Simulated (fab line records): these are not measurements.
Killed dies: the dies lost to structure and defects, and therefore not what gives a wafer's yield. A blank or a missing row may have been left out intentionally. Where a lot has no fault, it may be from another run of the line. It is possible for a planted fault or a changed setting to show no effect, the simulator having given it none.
The tool behind it: which one? || flow sky130 || route of 708 steps, sampled at 1 step: 7 lots, 21 wafers

## WHAT EACH GAUGE READ, for each wafer
SKY_LI_CONTACT_THK_MEAS_01.
{"lot": "L109", "measured": "day 28 05:28", "on": "film_metro-03", "LI_CONTACT_HDPCVD_THK (nm)": "941 942 942"}
{"lot": "L113", "measured": "day 29 18:55", "on": "film_metro-02", "LI_CONTACT_HDPCVD_THK (nm)": "920 931 922"}
{"lot": "L118", "measured": "day 31 08:58", "on": "film_metro-04", "LI_CONTACT_HDPCVD_THK (nm)": "935 933 933"}
{"lot": "L120", "measured": "day 32 03:37", "on": "film_metro-03", "LI_CONTACT_HDPCVD_THK (nm)": "927 928 935"}
{"lot": "L122", "measured": "day 33 08:00", "on": "film_metro-02", "LI_CONTACT_HDPCVD_THK (nm)": "933 913 926"}
{"lot": "L125", "measured": "day 34 09:18", "on": "film_metro-04", "LI_CONTACT_HDPCVD_THK (nm)": "930 931 923"}
{"lot": "L130", "measured": "day 35 06:13", "on": "film_metro-03", "LI_CONTACT_HDPCVD_THK (nm)": "934 932 929"}

## WHICH TOOL RAN EACH LOT (tool, then ch and the chambers of the sampled wafers, then the start)
No process step before these readings appears in the record.

## THE ANSWER, worked out from the rows above alone
Rule: the lots themselves supply what counts as usual. Put in order of their means at a reading, lots are off if they are a third of the lots or fewer, leave a main group of 4 or more, and stand apart from it by a gap of 3 or more times the standard deviation of the main group's means; of several such gaps the widest counts. Not used: any main group whose means are identical at the precision the tables above print for the reading. A lot without any number at a reading at which 4 lots or more have one is off too. All remaining lots with rows at the step are treated as sound.
No lot is off on any of the readings shown, so nothing can be concluded from this.

## WHAT THE SIMULATOR HAD INSERTED
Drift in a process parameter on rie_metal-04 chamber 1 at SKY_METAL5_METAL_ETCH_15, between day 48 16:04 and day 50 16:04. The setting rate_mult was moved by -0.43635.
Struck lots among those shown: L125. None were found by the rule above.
